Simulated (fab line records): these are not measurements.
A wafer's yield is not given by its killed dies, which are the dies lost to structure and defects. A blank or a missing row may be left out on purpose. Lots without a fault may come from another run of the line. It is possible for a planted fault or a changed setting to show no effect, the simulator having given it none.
2 desks, one fault -- flow gf180mcu -- only its own numbers are on each desk; what lay behind them is given at the end

## AT THE METROLOGY DESK
What the gauges read, lot by lot, whatever tool the lot ran on: means of the sampled wafers that have a number. If a lot's mean is further than 4 standard deviations from the usual mean, the lot is out of limits and carries the mark OUT (the distance appears in the brackets).
Columns: A = V5_CVD_00_THK at GF_V5_THK_MEAS_01, usual 300 nm
lot,first seen here,A
L427,day 26 02:11,305
L429,day 26 22:14,296
L430,day 27 05:23,302
L431,day 27 09:09,300
L432,day 27 17:17,298
L433,day 28 03:56,296
L435,day 28 19:13,302
L443,day 30 21:14,299
L444,day 31 15:04,296
L445,day 31 15:07,303
L446,day 31 19:28,296
L447,day 32 02:10,297
L449,day 33 01:01,304
Finding of this desk: none of the 13 lots has anything out of limits.

## AT THE TOOL OWNER'S DESK: cmp-01
The tool's own readings at GF_V5_CMP_04 (polishes SiO2): means of the sampled wafers that have a number, for each lot that ran on this tool. If a lot's mean is further than 4 standard deviations from the usual mean, the lot is out of limits and carries the mark OUT (the distance appears in the brackets).
Columns: A = edge_zone_pressure_frac at GF_V5_CMP_04, usual 1.000; B = motor_current_A at GF_V5_CMP_04, usual 11.7 A; C = slurry_filter_dp_kPa at GF_V5_CMP_04, usual 13.49 kPa; D = slurry_flow_ml_min at GF_V5_CMP_04, usual 150.0
lot,first seen here,A,B,C,D
L427,day 26 02:25,1.001,12.2,13.56,150.1
L430,day 27 05:40,1.003,11.8,13.53,150.1
L431,day 27 09:32,0.997,11.9,13.55,150.1
L432,day 27 17:31,1.000,12.3,13.37,150.2
L433,day 28 04:08,1.005,11.8,13.52,150.1
L435,day 28 19:32,0.998,11.4,13.55,150.3
L445,day 31 15:25,1.002,12.3,13.45,150.0
L447,day 32 02:27,1.001,12.0,13.48,150.5
L449,day 33 01:13,0.998,11.8,13.35,149.9
Finding of this desk: none of the 9 lots has anything out of limits.

## BROUGHT TOGETHER
The metrology desk saw nothing out of limits.
Nothing out of limits was seen by the tool owner's desk.

## WHAT WAS PUT IN BY THE SIMULATOR
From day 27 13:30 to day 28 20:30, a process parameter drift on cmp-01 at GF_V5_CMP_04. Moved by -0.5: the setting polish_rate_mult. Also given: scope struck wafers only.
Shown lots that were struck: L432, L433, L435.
